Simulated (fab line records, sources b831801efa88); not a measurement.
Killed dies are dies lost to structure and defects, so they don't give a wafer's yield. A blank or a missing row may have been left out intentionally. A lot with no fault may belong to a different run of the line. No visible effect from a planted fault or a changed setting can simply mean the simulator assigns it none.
Code-filled problem report in 8D (eight disciplines) form | flow sky130 | the parts of the form that need people (team, actions taken, sign-off) are left out

1. THE PROBLEM
Mean of developerTempC at SKY_POLY_CUT_DEVELOP_07: 18.79 C across 6 wafers in 2 lots; on wafers with no fault it is 20.98 C (standard deviation 0.11). Measured from the usual mean, that is -20 standard deviations.
The step: develop time 60 s.
First observed at day 32 19:00: wafer L111.1, on lithoTrack-04. The record holds 18 wafers of 6 lots with a number at this step. Rule for "out" (also "out of limits"): further than 4 standard deviations from the usual mean. The other wafers with a number count as sound.

2. WHAT THIS IS AND IS NOT
question                    | is                     | is not
which readings at this step | developerTempC         | -
which lots                  | L109, L111             | L103, L107, L113, L998
which wafers of those lots  | all that have a number | -
read on which tools         | lithoTrack-04          | lithoTrack-03
when                        | from day 32 19:00      | up to then (12 sound wafers)

3. THE SUSPECTS, EACH WITH WHAT RULES IT OUT
Counting: a tool at any process step up to the reading remains a suspect when it ran all the lots that are out and ran no sound lot after the first of those.
- lithoTrack-04 at SKY_POLY_CUT_DEVELOP_07 (develop time 60 s): kept. Every lot that is out went through it, starting with L111 (day 32 19:00), and after that it ran no sound lot; the last sound lot it ran before then is L103 (day 32 15:00). On those wafers its own readings are out: developerTempC.
The count leaves lithoTrack-04 at SKY_POLY_CUT_DEVELOP_07.

4. THE CAUSE (what the simulator had put in)
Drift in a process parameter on lithoTrack-04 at SKY_POLY_CUT_DEVELOP_07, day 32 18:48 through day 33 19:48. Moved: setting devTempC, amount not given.
Counting left only this tool.

5. THE CHAIN OF EFFECTS, in route order
Each row: a reading whose mean over the struck wafers that have a number lies more than 3 standard deviations from the usual. Scope: only readings with a usual standard deviation given in the record; hours: median across lots of the time from each lot's start at the first step in this table that gives one to its start at this step; sigmas: change in usual standard deviations.
hours | step                    | reading        | usual   | on struck wafers | change | sigmas
0     | SKY_POLY_CUT_DEVELOP_07 | developerTempC | 20.98 C | 18.79            | -2.19  | -20
The process steps in it:
- SKY_POLY_CUT_DEVELOP_07: develop time 60 s.
Later steps that measure or inspect, where all struck wafers having a row at the step show a number for every such reading and not one has moved that far: SKY_POLY_CUT_CD_MEAS_08.

6. WHAT WOULD HAVE CAUGHT IT SOONER
First out-of-limits reading in this record: day 32 19:00, which is 0 hours after fault onset at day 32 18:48.
